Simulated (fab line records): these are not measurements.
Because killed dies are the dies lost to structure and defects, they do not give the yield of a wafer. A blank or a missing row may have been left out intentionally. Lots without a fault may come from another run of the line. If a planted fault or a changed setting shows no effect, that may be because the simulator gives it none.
What tool caused it? :: flow gf180mcu :: 6 lots with 18 wafers sampled at 2 steps, on a route of 602 steps

WHAT THE GAUGES SHOWED, per wafer
GF_TOP_METAL_OVL_MEAS_15.
lot: L805
measured: day 28 17:07
on: overlay-02
TOP_METAL_OVL (nm): -1.2 0.2 -1.4

lot: L807
measured: day 29 06:57
on: overlay-01
TOP_METAL_OVL (nm): 1.7 0.4 1.0

lot: L809
measured: day 29 17:43
on: overlay-02
TOP_METAL_OVL (nm): -0.7 0.6 0.5

lot: L812
measured: day 30 19:40
on: overlay-02
TOP_METAL_OVL (nm): 1.9 1.7 2.5

lot: L822
measured: day 33 05:47
on: overlay-02
TOP_METAL_OVL (nm): 0.3 -1.2 0.1

lot: L825
measured: day 34 07:55
on: overlay-02
TOP_METAL_OVL (nm): 2.0 2.6 4.3

WHAT TOOL EACH LOT RAN ON (gives the tool, then ch and the chambers of the sampled wafers, and finally the start)
lot: L805
GF_V3_CVD_00: hdpcvd-02 ch 0,1, day 22 02:36

lot: L807
GF_V3_CVD_00: hdpcvd-01 ch 0,1,2, day 22 17:35

lot: L809
GF_V3_CVD_00: hdpcvd-01 ch 0,1,2, day 23 09:10

lot: L812
GF_V3_CVD_00: hdpcvd-02 ch 0,1, day 24 16:02

lot: L822
GF_V3_CVD_00: hdpcvd-01 ch 0,2, day 27 15:31

lot: L825
GF_V3_CVD_00: hdpcvd-01 ch 1,2, day 29 00:17
- GF_V3_CVD_00: deposits SiO2, target thk 600 nm, time 100 s.

THE ANSWER, worked out from the rows above alone
Rule: what is usual is taken from the lots themselves. Put in order of their means at a reading, lots are off if they are a third of the lots or fewer, leave a main group of 4 or more, and stand apart from it by a gap of 3 or more times the standard deviation of the main group's means; of several such gaps the widest counts. A main group whose means are all the same, to the digits that the tables above print for the reading, isn't used. A lot without any number at a reading at which 4 lots or more have one is off too. Where the step has rows for the other lots, those lots are counted as sound.
None of the lots is off at any reading shown; this tells nothing.

WHAT WAS PUT IN BY THE SIMULATOR
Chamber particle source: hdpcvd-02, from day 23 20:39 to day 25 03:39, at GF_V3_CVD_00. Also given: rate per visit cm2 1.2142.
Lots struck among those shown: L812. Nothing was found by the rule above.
